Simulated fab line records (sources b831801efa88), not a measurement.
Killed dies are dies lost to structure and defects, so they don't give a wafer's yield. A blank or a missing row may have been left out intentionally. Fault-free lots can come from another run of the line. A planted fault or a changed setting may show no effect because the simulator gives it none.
fab line records | flow sky130
record: lots: 12 wafers: 36 last_day: 50
route steps=708 shown LOCAL_INTERCONNECT@400 CONTACT@410 PAD_OPEN@708
lots that met no fault: from a run of the same line without faults
start_h: the number of hours between the record's first day and the start of the first shown wafer of the lot | wait_h: hours from the lot's prior step to this one | " as in the row above | L1.1+2: a row that stands for several wafers | - no value, or no start was given | * or withheld: withheld | < > ~ a bound
route shown NAME@n: a module of which the file shows steps, and the number in the route of the first | usual: mean/standard deviation taken from wafers without a fault | same: alike in all rows | chamber/n: place in a boat | sites: each site's reading | _std_site: standard deviation across them | _edge_site: the outer-site mean with the inner-site mean subtracted | radius_mm: for every site, how far away it sits from the centre of the wafer | mask NAME#n: copy n | behind: the last tool/chamber to shape the wafer | hold: reason for holding the lot/hours on hold/outcome of the hold | device: which transistor (n, p or np) failed to switch | end of line: tests of these same wafers at the route's end | for a step that has no rows: nothing shown but its recipe | killed: dies lost to structure and defects at the first sort, not the wafer's yield | map: per-die view of a wafer (x killed, . not killed, _ where there is no die)
set.NAME: the setting as run; set.NAME@STEP: as run at that earlier step | model.NAME: the simulator's own value behind a step, which no gauge read
route steps across a sampled set of lots; one table per step, one row per wafer
services: when a tool's chamber went out of use (start_h, in hours from the record's first day, below 0 if earlier), for how many hours, and the reason
== steps ==
step: SKY_LOCAL_INTERCONNECT_ETCH_13
recipe: chemistry: N2/H2 target: BARC ion_energy_ev: 200 bias_w: 100 pressure_mtorr: 30 n2_flow_sccm: 100 h2_flow_sccm: 200 icp_w: 500 stop_on: SiO2 time_s: 45.9 target_depth_a: 600
usual: drypump_motor_current_A: 5.6/0.4 oes_product_au: 0.854/0.0045 throttle_valve_pct: 13.226/0.0088
columns lot.wafer tool chamber start_h wait_h drypump_motor_current_A oes_product_au rf_hours_counter_h throttle_valve_pct
L379.1 rie_metal-03 1 708.30 0.0 5.9 0.858 11 13.229
L379.5 " 1 " " 5.9 0.853 - 13.216
L379.6 " 1 " " 5.9 0.846 - 13.214
L382.1 rie_metal-03 1 724.50 0.0 5.9 0.857 12 13.214
L382.2 " 1 " " 5.8 0.858 - 13.224
L382.5 " 1 " " 5.9 0.853 - 13.221
L383.1 rie_metal-04 0 734.39 0.0 6.0 0.844 11 13.240
L383.5 " 1 " " 5.6 0.850 - 13.220
L383.6 " 0 " " 6.0 0.857 - 13.226
L386.2 rie_metal-03 0 766.30 0.0 4.9 0.854 4 13.233
L386.3 " 0 " " 4.9 0.847 - 13.204
L386.6 " 1 " " 5.9 0.862 - 13.227
L391.1 rie_metal-04 0 814.03 0.0 6.0 0.851 13 13.229
L391.2 " 1 " " 5.6 0.857 3 13.210
L391.6 " 1 " " 5.6 0.857 - 13.239
L390.1 rie_metal-03 1 816.80 0.0 5.9 0.855 16 13.228
L390.3 " 0 " " 4.9 0.858 - 13.231
L390.6 " 1 " " 5.9 0.854 - 13.203
L393.2 rie_metal-04 0 834.90 0.0 6.0 0.858 14 13.224
L393.5 " 0 " " 6.0 0.851 - 13.234
L393.6 " 1 " " 5.6 0.850 - 13.225
L396.1 rie_metal-01 1 850.68 0.0 5.1 0.852 6 13.224
L396.3 " 1 " " 5.2 0.847 - 13.230
L396.6 " 0 " " 5.5 0.854 - 13.229
L397.1 rie_metal-04 1 852.15 0.0 5.6 0.853 5 13.225
L397.2 " 0 " " 6.0 0.861 15 13.247
L397.6 " 1 " " 5.6 0.856 - 13.235
L398.1 rie_metal-04 1 859.67 0.0 5.6 0.859 5 13.233
L398.2 " 0 " " 6.0 0.865 15 13.239
L398.3 " 0 " " 5.9 0.856 - 13.225
L399.4 rie_metal-03 1 861.07 0.0 5.9 0.855 - 13.248
L399.5 " 1 " " 5.9 0.852 - 13.220
L399.6 " 0 " " 4.9 0.857 - 13.221
L401.1 rie_metal-03 0 874.80 0.0 4.9 0.855 9 13.234
L401.4 " 1 " " 5.9 0.859 - 13.229
L401.6 " 0 " " 4.9 0.848 - 13.218
step: SKY_LOCAL_INTERCONNECT_STRIP_15
recipe: chemistry: O2/N2 power_w: 1400 pressure_mtorr: 1500 platen_temp_c: withheld o2_flow_sccm: 3000 n2_flow_sccm: 300 overash_fraction: 0.5
usual: drypump_motor_current_A: 5.6/0.35 oes_product_au: 0.426/0.0045 strip_time_to_endpoint_s: 4.713/0.018
same: overash_fraction: 0.5
columns lot.wafer tool chamber start_h wait_h drypump_motor_current_A oes_product_au rf_hours_counter_h strip_time_to_endpoint_s
L379.1 plasma_asher-02 1 708.53 0.1 5.5 0.426 92 4.693
L379.5 " 0 " " 5.6 0.429 - 4.677
L379.6 " 1 " " 5.5 0.423 - 4.699
L382.1 plasma_asher-02 0 724.73 0.1 5.6 0.423 93 4.711
L382.2 " 1 " " 5.5 0.431 93 4.713
L382.5 " 1 " " 5.5 0.424 - 4.707
L383.1 plasma_asher-04 0 734.51 0.0 5.3 0.420 95 4.697
L383.5 " 1 " " 5.0 0.424 - 4.724
L383.6 " 0 " " 5.3 0.425 - 4.699
L386.2 plasma_asher-04 1 766.42 0.0 5.0 0.427 98 4.682
L386.3 " 1 " " 5.0 0.421 - 4.697
L386.6 " 0 " " 5.4 0.428 - 4.712
L391.1 plasma_asher-04 1 814.15 0.0 5.0 0.422 102 4.700
L391.2 " 0 " " 5.4 0.416 102 4.753
L391.6 " 1 " " 5.0 0.421 - 4.745
L390.1 plasma_asher-03 0 816.91 0.0 6.0 0.429 41 4.702
L390.3 " 0 " " 6.0 0.423 - 4.696
L390.6 " 1 " " 5.9 0.433 - 4.717
L393.2 plasma_asher-02 0 835.02 0.0 5.6 0.426 9 4.707
L393.5 " 1 " " 5.5 0.424 - 4.728
L393.6 " 0 " " 5.6 0.430 - 4.738
L396.1 plasma_asher-03 0 850.80 0.0 6.0 0.424 43 4.717
L396.3 " 1 " " 5.9 0.427 - 4.746
L396.6 " 1 " " 5.9 0.425 - 4.768
L397.1 plasma_asher-03 1 852.26 0.0 5.9 0.437 43 4.702
L397.2 " 0 " " 6.0 0.428 43 4.719
L397.6 " 1 " " 5.9 0.427 - 4.706
L398.1 plasma_asher-04 0 859.78 0.0 5.3 0.423 107 4.698
L398.2 " 1 " " 5.0 0.423 107 4.692
L398.3 " 1 " " 5.0 0.426 - 4.723
L399.4 plasma_asher-03 1 861.20 0.1 5.9 0.423 - 4.705
L399.5 " 0 " " 6.0 0.431 - 4.719
L399.6 " 1 " " 5.9 0.426 - 4.691
L401.1 plasma_asher-02 1 874.92 0.0 5.5 0.421 13 4.704
L401.4 " 0 " " 5.6 0.427 - 4.697
L401.6 " 1 " " 5.5 0.426 - 4.683
step: SKY_CONTACT_CMP_04
recipe: material: SiO2 down_force_psi: 4 platen_rpm: 60 pad_velocity_m_s: 0.94248
usual: edge_zone_pressure_frac: 0.999/0.0049 head_pressure_psi: 3.998/0.0092 motor_current_A: 12.7/0.87 time_to_endpoint_s: 84/3.9
columns lot.wafer tool chamber start_h wait_h edge_zone_pressure_frac head_pressure_psi motor_current_A time_to_endpoint_s
L379.1 cmp-02 0 709.38 0.1 1.007 3.991 11.9 80
L379.5 " 0 " " 1.009 3.986 12.3 81
L379.6 " 1 " " 0.986 3.989 13.3 80
L382.1 cmp-01 3 725.64 0.1 1.005 4.000 14.4 84
L382.2 " 0 " " 1.008 4.002 12.9 87
L382.5 " 2 " " 0.998 3.997 11.7 84
L383.1 cmp-01 1 735.42 0.1 0.990 4.022 12.3 88
L383.5 " 0 " " 1.002 3.996 12.6 85
L383.6 " 1 " " 0.997 4.011 12.0 91
L386.3 cmp-01 0 767.38 0.1 0.995 4.005 12.6 85
L386.2 " 2 " " 1.004 3.987 12.3 79
L386.6 " 3 " " 0.993 3.994 14.8 86
L391.1 cmp-01 0 815.02 0.1 - - - -
L391.2 " 1 " " - - - -
L391.6 " 1 " " - - - -
L390.3 cmp-01 2 817.76 0.0 - - - -
L390.1 " 0 " " - - - -
L390.6 " 2 " " - - - -
L393.2 cmp-02 0 836.08 0.1 - - - -
L393.5 " 3 " " - - - -
L393.6 " 0 " " - - - -
L396.3 cmp-02 1 851.70 0.1 1.000 3.992 13.4 83
L396.1 " 2 " " 0.996 3.992 12.7 85
L396.6 " 1 " " 1.004 3.998 13.5 84
L397.2 cmp-01 2 853.11 0.0 0.999 3.991 11.6 83
L397.1 " 3 " " 1.000 4.010 14.6 86
L397.6 " 2 " " 0.998 3.979 12.4 80
L398.1 cmp-01 0 861.00 0.1 1.003 3.994 12.4 83
L398.3 " 1 " " 1.004 3.998 13.2 86
L398.2 " 2 " " 0.998 3.990 12.0 81
L399.4 cmp-02 3 862.03 0.1 0.994 3.995 12.3 84
L399.5 " 2 " " 0.996 3.998 12.7 81
L399.6 " 3 " " 0.995 3.999 11.6 82
L401.1 cmp-01 0 876.62 0.4 1.003 3.993 12.7 79
L401.4 " 3 " " 1.000 4.007 14.3 88
L401.6 " 1 " " 0.991 4.019 12.4 92
step: SKY_CONTACT_BOW_MEAS_05
recipe: mode: bow
usual: CONTACT_BOW: 80/7.6
columns lot.wafer tool chamber start_h wait_h hold CONTACT_BOW[um]
L379.1 film_metro-02 - 709.68 0.2 - 82
L379.5 " - " " - 63
L379.6 " - " " - 69
L382.1 film_metro-01 - 725.84 0.1 - 80
L382.2 " - " " - 83
L382.5 " - " " - 94
L383.1 film_metro-01 - 735.67 0.2 - 88
L383.5 " - " " - 83
L383.6 " - " " - 83
L386.2 film_metro-02 - 767.65 0.1 - 74
L386.3 " - " " - 87
L386.6 " - " " - 78
L391.1 film_metro-01 - 815.32 0.2 await_dispo/0.2h/release 100
L391.2 " - " " await_dispo/0.2h/release 97
L391.6 " - " " await_dispo/0.2h/release 92
L391.1 film_metro-01 - 815.60 0.3 - -
L391.2 " - " " - -
L391.6 " - " " - -
L390.1 film_metro-03 - 818.06 0.1 await_dispo/0.2h/release 101
L390.3 " - " " await_dispo/0.2h/release 87
L390.6 " - " " await_dispo/0.2h/release 94
L390.1 film_metro-03 - 818.35 0.3 - -
L390.3 " - " " - -
L390.6 " - " " - -
L393.2 film_metro-02 - 836.35 0.2 await_dispo/0.2h/release 109
L393.5 " - " " await_dispo/0.2h/release 94
L393.6 " - " " await_dispo/0.2h/release 87
L393.2 film_metro-02 - 836.63 0.3 - -
L393.5 " - " " - -
L393.6 " - " " - -
L396.1 film_metro-02 - 851.95 0.1 - 79
L396.3 " - " " - 93
L396.6 " - " " - 83
L397.1 film_metro-02 - 853.41 0.2 - 80
L397.2 " - " " - 94
L397.6 " - " " - 95
L398.1 film_metro-02 - 861.30 0.2 - 71
L398.2 " - " " - 76
L398.3 " - " " - 79
L399.4 film_metro-02 - 862.34 0.3 - 84
L399.5 " - " " - 88
L399.6 " - " " - 60
L401.1 film_metro-02 - 876.92 0.2 - 84
L401.4 " - " " - 77
L401.6 " - " " - 90
step: SKY_CONTACT_ETCH_17
recipe: target: SiO2 chemistry: C4F8/O2/Ar stop_on: Si3N4 mask_material: KrF-thick source_w: 1500 bias_w: 1200 pressure_mtorr: 40 c4f8_flow_sccm: withheld O2_flow_sccm: 6 Ar_flow_sccm: 300 time_s: withheld target_depth_a: 3400
usual: oes_product_au: 0.892/0.0048
columns lot.wafer tool chamber start_h wait_h oes_product_au
L379.1 rie_diel-03 0 738.17 0.0 0.894
L379.5 " 0 " " 0.891
L379.6 " 1 " " 0.882
L382.1 rie_diel-01 2 754.04 0.0 0.895
L382.2 " 1 " " 0.890
L382.5 " 0 " " 0.889
L383.1 rie_diel-01 3 762.52 0.0 0.883
L383.5 " 2 " " 0.891
L383.6 " 3 " " 0.899
L386.2 rie_diel-04 1 794.79 0.0 0.891
L386.3 " 0 " " 0.888
L386.6 " 3 " " 0.895
L396.1 rie_diel-04 1 877.49 0.0 0.890
L396.3 " 2 " " 0.892
L396.6 " 1 " " 0.884
L397.1 rie_diel-01 1 879.27 0.0 0.894
L397.2 " 2 " " 0.891
L397.6 " 3 " " 0.896
L398.1 rie_diel-04 3 886.67 0.0 0.896
L398.2 " 2 " " 0.891
L398.3 " 1 " " 0.900
L399.4 rie_diel-04 0 888.12 0.0 0.891
L399.5 " 1 " " 0.893
L399.6 " 0 " " 0.903
L401.1 rie_diel-04 1 903.37 0.0 0.899
L401.4 " 0 " " 0.885
L401.6 " 3 " " 0.889
step: SKY_PAD_OPEN_PROBE_99
usual: defect_limited_yield: 82.9/1.7 killed_at_M0_to_M3: 42/6.7 killed_at_M4_up: 3.4/2 killed_at_contacts: 24/5.1 killed_at_front_end: 14/4.2 killed_at_other: 0.2/0.49 killed_dies: 84/8.4 killed_open: 46/7 killed_short: 39/5.8 sort_bin_3_pad_short: 0.8/0.42 sort_bin_5_function: 10.2/1.3 sort_bin_6_memory: 6.1/1 sort_n_pass: 408/8.4 sort_yield_pct: 82.9/1.7
same: gross_dies: 492 killed_at_back_side: 0 sort_bin_4_leakage[%]: 0 sort_bin_8_speed[%]: 0
columns lot.wafer tool chamber start_h wait_h defect_limited_yield[%] killed_at_M0_to_M3 killed_at_M4_up killed_at_contacts killed_at_front_end killed_at_other killed_dies killed_open killed_short sort_bin_3_pad_short[%] sort_bin_5_function[%] sort_bin_6_memory[%] sort_n_pass sort_yield_pct[%]
L382.1 prober-02 - 1093.91 0.1 79.9 59 1 18 21 0 99 55 44 0.4 11.8 7.9 393 79.9
L382.2 prober-02 - 1093.96 0.1 81.9 38 3 26 22 0 89 47 42 0.8 12.2 5.1 403 81.9
L382.5 prober-02 - 1094.11 0.2 83.7 35 0 26 19 0 80 45 35 0.2 9.8 6.3 412 83.7
L383.1 prober-01 - 1096.82 0.1 83.3 42 1 30 9 0 82 51 31 0.2 9.1 7.3 410 83.3
L383.5 prober-01 - 1097.02 0.2 81.7 46 4 20 20 0 90 42 48 1.2 9.3 7.7 402 81.7
L383.6 prober-01 - 1097.07 0.2 83.5 37 4 25 15 0 81 47 34 1.4 8.5 6.5 411 83.5
L386.2 prober-02 - 1121.32 0.1 82.9 50 1 22 11 0 84 42 42 1.0 9.1 6.9 408 82.9
L386.3 prober-02 - 1121.37 0.2 80.7 50 2 20 22 1 95 42 53 0.6 12.2 6.5 397 80.7
L386.6 prober-02 - 1121.52 0.2 82.1 37 5 29 17 0 88 46 42 1.0 10.0 6.9 404 82.1
L396.1 prober-02 - 1181.81 0.1 84.6 38 4 24 10 0 76 37 39 0.6 9.8 5.1 416 84.6
L396.3 prober-02 - 1181.91 0.2 83.1 47 2 19 15 0 83 48 35 1.0 8.5 7.3 409 83.1
L396.6 prober-02 - 1182.06 0.2 84.8 44 3 21 7 0 75 45 30 0.6 9.6 5.1 417 84.8
L397.1 prober-01 - 1183.76 0.1 81.9 50 1 22 16 0 89 39 50 1.2 10.4 6.5 403 81.9
L397.2 prober-01 - 1183.81 0.1 79.9 54 6 30 9 0 99 57 42 0.6 12.4 7.1 393 79.9
L397.6 prober-01 - 1184.01 0.2 85.2 34 4 25 10 0 73 36 37 1.0 7.9 5.9 419 85.2
L398.1 prober-02 - 1187.25 0.1 84.8 43 6 17 9 0 75 44 31 0.6 9.6 5.1 417 84.8
L398.2 prober-02 - 1187.30 0.1 82.3 44 3 19 21 0 87 49 38 0.8 10.8 6.1 405 82.3
L398.3 prober-02 - 1187.35 0.2 83.5 41 1 28 11 0 81 36 45 0.6 9.6 6.3 411 83.5
L399.4 prober-01 - 1188.75 0.2 86.8 31 1 18 15 0 65 32 33 0.6 8.5 4.1 427 86.8
L399.5 prober-01 - 1188.80 0.2 83.3 35 6 28 13 0 82 38 44 1.2 9.1 6.3 410 83.3
L399.6 prober-01 - 1188.85 0.2 83.5 31 2 33 15 0 81 44 37 0.4 10.0 6.1 411 83.5
L401.1 prober-01 - 1199.44 0.1 79.7 49 7 22 22 0 100 59 41 0.6 12.8 6.9 392 79.7
L401.4 prober-01 - 1199.59 0.2 80.5 53 5 20 18 0 96 50 46 0.6 10.4 8.5 396 80.5
L401.6 prober-01 - 1199.69 0.2 82.1 48 3 24 12 1 88 47 41 0.8 10.8 6.3 404 82.1
killed by level:class
L382.1 VIA1:geometric_particle:open=19 VIA1:geometric_particle:short=8 CONTACT:geometric_particle:open=7 VIA3:geometric_particle:open=6 POLY_GATE:geometric_particle:open=6 VIA2:geometric_particle:open=6 METAL2:geometric_particle:short=6 METAL1:geometric_particle:short=5
L382.2 FIELD_ISO:geometric_particle:short=9 CONTACT:geometric_particle:open=9 LI_CONTACT:geometric_particle:open=6 VIA1:geometric_particle:open=6 METAL2:geometric_particle:short=6 VIA2:geometric_particle:open=6 FIELD_ISO:geometric_particle:open=5 VIA3:geometric_particle:open=5
L382.5 METAL1:geometric_particle:short=8 CONTACT:geometric_particle:open=7 LI_CONTACT:geometric_particle:open=7 VIA2:geometric_particle:open=6 FIELD_ISO:geometric_particle:short=5 CONTACT:geometric_particle:short=5 VIA1:geometric_particle:open=5 VIA3:geometric_particle:open=5
L383.1 CONTACT:geometric_particle:open=13 VIA1:geometric_particle:open=11 VIA3:geometric_particle:open=11 LI_CONTACT:geometric_particle:open=6 METAL1:geometric_particle:short=5 LI_CONTACT:geometric_particle:short=4 CONTACT:geometric_particle:short=4 METAL2:geometric_particle:short=4
L383.5 VIA3:geometric_particle:open=9 LI_CONTACT:geometric_particle:open=6 POLY_GATE:geometric_particle:open=6 LOCAL_INTERCONNECT:geometric_particle:short=6 VIA1:geometric_particle:short=6 VIA1:geometric_particle:open=6 VIA2:geometric_particle:short=5 CONTACT:geometric_particle:open=5
L383.6 VIA1:geometric_particle:open=11 CONTACT:geometric_particle:open=7 CONTACT:geometric_particle:short=6 LI_CONTACT:geometric_particle:open=6 VIA3:geometric_particle:open=6 METAL1:geometric_particle:short=4 VIA1:geometric_particle:short=4 FIELD_ISO:geometric_particle:open=3
L386.2 VIA1:geometric_particle:open=11 VIA2:geometric_particle:open=8 VIA1:geometric_particle:short=8 LI_CONTACT:geometric_particle:open=6 CONTACT:geometric_particle:open=6 CONTACT:geometric_particle:short=5 VIA2:geometric_particle:short=5 FIELD_ISO:geometric_particle:short=4
L386.3 VIA1:geometric_particle:open=10 VIA1:geometric_particle:short=9 CONTACT:geometric_particle:open=8 METAL1:geometric_particle:short=7 VIA2:geometric_particle:short=6 VIA2:geometric_particle:open=6 VIA3:geometric_particle:open=6 FIELD_ISO:geometric_particle:open=5
L386.6 VIA1:geometric_particle:open=15 CONTACT:geometric_particle:open=9 LOCAL_INTERCONNECT:geometric_particle:short=6 FIELD_ISO:geometric_particle:short=5 POLY_GATE:geometric_particle:short=5 LI_CONTACT:geometric_particle:open=5 CONTACT:geometric_particle:short=5 VIA2:geometric_particle:open=4
L396.1 CONTACT:geometric_particle:open=9 METAL2:geometric_particle:short=9 VIA2:geometric_particle:open=7 LI_CONTACT:geometric_particle:open=6 METAL1:geometric_particle:short=6 VIA1:geometric_particle:open=5 CONTACT:geometric_particle:short=4 FIELD_ISO:geometric_particle:open=3
L396.3 METAL2:geometric_particle:short=10 CONTACT:geometric_particle:open=9 VIA1:geometric_particle:open=8 VIA3:geometric_particle:open=8 VIA2:geometric_particle:open=6 POLY_GATE:geometric_particle:open=5 CONTACT:geometric_particle:short=5 METAL1:geometric_particle:short=5
L396.6 VIA1:geometric_particle:open=15 CONTACT:geometric_particle:open=8 CONTACT:geometric_particle:short=7 METAL2:geometric_particle:short=7 VIA2:geometric_particle:open=6 LI_CONTACT:geometric_particle:open=4 VIA3:geometric_particle:open=4 POLY_GATE:geometric_particle:short=3
L397.1 METAL1:geometric_particle:short=9 METAL2:geometric_particle:short=9 LI_CONTACT:geometric_particle:open=8 FIELD_ISO:geometric_particle:short=7 VIA1:geometric_particle:short=7 LI_CONTACT:geometric_particle:short=6 VIA1:geometric_particle:open=6 METAL3:geometric_particle:short=5
L397.2 CONTACT:geometric_particle:open=12 VIA3:geometric_particle:open=11 VIA1:geometric_particle:open=9 VIA1:geometric_particle:short=9 LI_CONTACT:geometric_particle:open=8 METAL1:geometric_particle:short=7 VIA2:geometric_particle:open=7 LI_CONTACT:geometric_particle:short=5
L397.6 LI_CONTACT:geometric_particle:short=7 LI_CONTACT:geometric_particle:open=7 VIA1:geometric_particle:open=7 LOCAL_INTERCONNECT:geometric_particle:short=6 METAL1:geometric_particle:short=4 CONTACT:geometric_particle:open=4 METAL2:geometric_particle:short=4 VIA2:geometric_particle:open=4
L398.1 VIA1:geometric_particle:open=9 VIA2:geometric_particle:open=9 CONTACT:geometric_particle:open=7 FIELD_ISO:geometric_particle:short=4 LI_CONTACT:geometric_particle:open=4 VIA1:geometric_particle:short=4 METAL1:geometric_particle:short=4 METAL1:geometric_particle:open=4
L398.2 VIA2:geometric_particle:open=10 CONTACT:geometric_particle:open=8 VIA1:geometric_particle:open=7 POLY_GATE:geometric_particle:open=6 VIA1:geometric_particle:short=6 VIA3:geometric_particle:short=5 FIELD_ISO:geometric_particle:open=4 METAL2:geometric_particle:short=4
L398.3 LI_CONTACT:geometric_particle:open=10 CONTACT:geometric_particle:open=6 CONTACT:geometric_particle:short=6 METAL3:geometric_particle:short=6 LI_CONTACT:geometric_particle:short=5 VIA1:geometric_particle:open=5 VIA2:geometric_particle:open=5 VIA3:geometric_particle:open=5
L399.4 CONTACT:geometric_particle:open=6 VIA1:geometric_particle:open=6 METAL1:geometric_particle:short=5 LOCAL_INTERCONNECT:geometric_particle:short=5 VIA3:geometric_particle:open=5 POLY_GATE:geometric_particle:open=4 POLY_GATE:geometric_particle:short=4 CONTACT:geometric_particle:short=4
L399.5 CONTACT:geometric_particle:open=8 CONTACT:geometric_particle:short=7 VIA1:geometric_particle:open=7 METAL2:geometric_particle:short=7 LI_CONTACT:geometric_particle:open=6 METAL1:geometric_particle:short=6 VIA2:geometric_particle:short=6 METAL4:geometric_particle:short=5
L399.6 CONTACT:geometric_particle:open=16 METAL2:geometric_particle:short=12 CONTACT:geometric_particle:short=7 VIA1:geometric_particle:open=6 FIELD_ISO:geometric_particle:open=4 POLY_GATE:geometric_particle:open=4 POLY_GATE:geometric_particle:short=4 LI_CONTACT:geometric_particle:open=4
L401.1 VIA1:geometric_particle:open=13 CONTACT:geometric_particle:open=11 VIA3:geometric_particle:open=9 VIA2:geometric_particle:short=6 VIA1:geometric_particle:short=5 METAL4:geometric_particle:short=5 SPACER:geometric_particle:open=4 FIELD_ISO:geometric_particle:short=3
L401.4 VIA1:geometric_particle:open=12 METAL1:geometric_particle:short=11 CONTACT:geometric_particle:open=10 FIELD_ISO:geometric_particle:short=7 LI_CONTACT:geometric_particle:open=6 VIA3:geometric_particle:short=6 METAL2:geometric_particle:short=5 VIA3:geometric_particle:open=5
L401.6 VIA1:geometric_particle:open=11 CONTACT:geometric_particle:short=7 CONTACT:geometric_particle:open=7 FIELD_ISO:geometric_particle:open=5 LI_CONTACT:geometric_particle:open=5 METAL2:geometric_particle:short=5 METAL1:geometric_particle:short=4 VIA2:geometric_particle:short=4
== services ==
columns tool chamber start_h hours kind
plasma_asher-02 - 691.14 0.9 repair
rie_diel-03 1 702.83 3.2 repair
rie_metal-04 0 706.81 11.4 repair
rie_metal-03 0 707.72 4.2 repair
rie_metal-03 0 722.75 8.4 repair
rie_metal-04 0 732.11 1.9 repair
plasma_asher-02 - 733.75 9.0 pm
cmp-02 - 744.00 4.0 pm
plasma_asher-04 - 754.59 1.5 repair
cmp-02 - 754.85 0.9 repair
plasma_asher-02 - 757.77 2.8 pm
rie_metal-03 - 768.56 2.8 pm
rie_diel-01 2 768.62 2.8 repair
plasma_asher-04 - 772.36 2.8 pm
plasma_asher-04 - 789.88 3.2 repair
rie_diel-04 2 790.60 3.1 repair
plasma_asher-03 - 819.31 2.8 pm
plasma_asher-03 - 833.50 15.6 pm
cmp-02 - 845.56 1.7 repair
plasma_asher-03 - 861.53 4.5 repair
cmp-01 - 863.16 3.6 pm
cmp-02 - 873.21 6.1 pm
cmp-01 - 879.30 8.8 pm
rie_metal-03 0 886.84 6.6 repair
== key ==
first_sign: step: SKY_CONTACT_CMP_04 reading: tool_record direction: missing
effect: step: SKY_CONTACT_BOW_MEAS_05 reading: visit direction: added
met_at SKY_CONTACT_CMP_04
struck_lots L390,L391,L393
scrapped_behind SKY_CONTACT_BOW_MEAS_05 L390.1,L390.3,L390.6,L391.1,L391.2,L391.6,L393.2,L393.5,L393.6
not_acting_at SKY_LOCAL_INTERCONNECT_ETCH_13,SKY_LOCAL_INTERCONNECT_STRIP_15,SKY_CONTACT_ETCH_17
onset_between 767.38 815.02
fault: kind: skipped_step_whole tool: cmp-01,cmp-02 chamber: - onset_h: 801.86 steps: SKY_CONTACT_CMP_04 scope: struck_lots_only
